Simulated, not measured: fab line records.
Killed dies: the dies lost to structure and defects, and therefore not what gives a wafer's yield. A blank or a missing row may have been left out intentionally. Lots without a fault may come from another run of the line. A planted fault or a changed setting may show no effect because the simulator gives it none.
Which tool is to blame? -- flow sky130 -- 11 lots, 33 wafers sampled, at 3 steps of a route of 708

## WHAT EACH GAUGE READ, for each wafer
SKY_CAPM_THK_MEAS_01.
lot,measured,on,CAPM_CVD_00_THK (nm)
L629,day 35 19:24,film-metro-01,15.27 15.18 15.58
L630,day 36 18:24,film-metro-02,15.07 15.66 15.53
L631,day 37 13:02,film-metro-02,15.02 15.47 15.33
L632,day 37 20:18,film-metro-04,15.20 15.63 15.34
L638,day 39 11:53,film-metro-02,15.76 15.64 16.04
L639,day 39 14:07,film-metro-04,15.49 15.79 15.97
L646,day 41 12:50,film-metro-01,15.34 15.86 15.99
L648,day 42 04:16,film-metro-02,15.79 15.93 15.92
L650,day 42 14:41,film-metro-02,15.38 15.37 15.43
L651,day 42 19:41,film-metro-02,15.69 15.27 15.79
L652,day 43 08:35,film-metro-04,15.38 15.53 15.75

## WHAT TOOL EACH LOT RAN ON (gives the tool, then ch and the chambers of the sampled wafers, and finally the start)
lot,SKY_METAL2_METAL_ETCH_19,SKY_METAL3_SPUTTER_02
L629,"rie-metal-04 ch 0,1, day 34 13:31","pvd-sputter-01, day 35 19:17"
L630,"rie-metal-03 ch 0,1, day 35 12:49","pvd-sputter-03, day 36 18:16"
L631,"rie-metal-03 ch 0,1, day 36 07:38","pvd-sputter-03, day 37 12:53"
L632,"rie-metal-01 ch 0,1, day 36 15:20","pvd-sputter-03, day 37 20:10"
L638,"rie-metal-04 ch 0, day 38 08:26","pvd-sputter-03, day 39 11:46"
L639,"rie-metal-03 ch 0,1, day 38 10:19","pvd-sputter-01, day 39 13:58"
L646,"rie-metal-03 ch 0,1, day 40 09:38","pvd-sputter-01, day 41 12:42"
L648,"rie-metal-03 ch 0,1, day 41 01:34","pvd-sputter-02, day 42 04:08"
L650,"rie-metal-03 ch 0,1, day 41 12:01","pvd-sputter-02, day 42 14:32"
L651,"rie-metal-03 ch 0,1, day 41 17:05","pvd-sputter-03, day 42 19:34"
L652,"rie-metal-03 ch 0,1, day 42 06:13","pvd-sputter-01, day 43 08:27"
- SKY_METAL2_METAL_ETCH_19: etches the open film in Cl2/BCl3, stops on SiO2, target depth 360 nm, time 78 s.
- SKY_METAL3_SPUTTER_02: material AlCu, target thk 735 nm, time 39.1 s.

## THE ANSWER, worked out from the rows above alone
Rule: the usual values come from the lots themselves. Put in order of their means at a reading, lots are off if they are a third of the lots or fewer, leave a main group of 4 or more, and stand apart from it by a gap of 3 or more times the standard deviation of the main group's means; of several such gaps the widest counts. A main group is skipped when, at the precision printed for the reading in the tables above, its means are all equal. A lot without any number at a reading at which 4 lots or more have one is off too. Where the step has rows for the other lots, those lots are counted as sound.
No lot is off at any reading shown: from this, nothing can be told.

## WHAT HAD BEEN PUT IN BY THE SIMULATOR
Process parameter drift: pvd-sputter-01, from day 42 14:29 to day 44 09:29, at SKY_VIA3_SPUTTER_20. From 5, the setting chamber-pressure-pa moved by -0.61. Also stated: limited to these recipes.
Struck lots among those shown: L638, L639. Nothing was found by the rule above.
